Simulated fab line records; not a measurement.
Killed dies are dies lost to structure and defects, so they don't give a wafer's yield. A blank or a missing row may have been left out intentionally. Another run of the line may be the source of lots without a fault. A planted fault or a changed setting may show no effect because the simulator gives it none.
Matching of chambers ; flow gf180mcu ; cmp-02 running GF_V2_CMP_26: 4 sister chambers
The step polishes, stops on SiO2, t overpolish 15 s, target thk 0 nm. 4 wafers are shown with their chamber, then 9 later ones without.

== WAFERS WITH THEIR CHAMBER ==
wafer;chamber;motorCurrentA (A)
L086.2;0;11.9
L086.3;3;12.3
L087.5;2;9.9
L087.6;1;12.9

== WAFERS WHOSE CHAMBER IS MISSING ==
wafer;motorCurrentA (A)
L089.2;12.3
L089.3;11.6
L089.6;12.5
L095.2;12.3
L095.5;11.7
L095.6;12.4
L096.1;12.3
L096.4;10.0
L096.6;12.8

== WHICH CHAMBER EACH ONE RAN IN ==
wafer;from the rows above;in truth
L089.2;3;3
L089.3;0;0
L089.6;can't be placed: 3 or 1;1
L095.2;3;3
L095.5;0;0
L095.6;3;3
L096.1;3;3
L096.4;2;2
L096.6;1;1
8 of 9 placed correctly. From these rows, 1 cannot be placed; in 1 the true chamber is one of the candidates. Wrongly placed: 0.
How it was worked out, from the rows above alone: a wafer's distance from a chamber is the root of the sum, over the readings, of the square of ((its reading less the chamber's mean) divided by the reading's scatter). The wafer belongs to the nearest chamber; if the next one is less than 2 further off, it can't be placed. The mean given for a chamber averages the wafers shown for that chamber. The scatter (one wafer shown for each chamber): square how far every hidden wafer sits from the nearest shown wafer, average those squares and take the square root.
